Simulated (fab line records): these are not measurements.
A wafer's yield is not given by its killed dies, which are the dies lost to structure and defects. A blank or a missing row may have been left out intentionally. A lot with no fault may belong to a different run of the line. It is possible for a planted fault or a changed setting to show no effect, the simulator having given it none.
Matching of chambers -- flow sfqLine -- SFQ_TRILAYER_I0_VIA_ETCH_VIA_ETCH_034 on rieDiel-01 has 4 sister chambers
The step etches SiO2 in CHF3, stops on Nb, target depth 260 nm. 4 wafers are shown with their chamber, then 6 later ones without.

WAFERS PAIRED WITH THEIR CHAMBERS
wafer,chamber,drypumpMotorCurrentA (A)
L334.6,2,5.9
L335.5,1,5.4
L342.5,0,5.6
L345.6,3,6.6

WAFERS MISSING THEIR CHAMBER
wafer,drypumpMotorCurrentA (A)
L348.2,5.6
L348.4,5.9
L348.6,5.6
L349.3,5.4
L349.4,6.7
L349.5,6.7

WHICH CHAMBER EACH WENT THROUGH
wafer,from the rows above,in truth
L348.2,0,0
L348.4,2,2
L348.6,0,0
L349.3,1,1
L349.4,3,3
L349.5,3,3
6 of 6 placed correctly. Can't be placed from these rows: 0. Number placed wrongly: 0.
How it was worked out, from the rows above alone: a wafer's distance from a chamber is the root of the sum, over the readings, of the square of ((its reading less the chamber's mean) divided by the reading's scatter). If the next closest chamber is less than 2 further off than the closest, the wafer can't be placed; otherwise it belongs to the closest. Each chamber's mean is taken over the wafers shown for it. The scatter: with one shown wafer a chamber, the root of the mean of the squares of how far each hidden wafer lies from its nearest shown one.
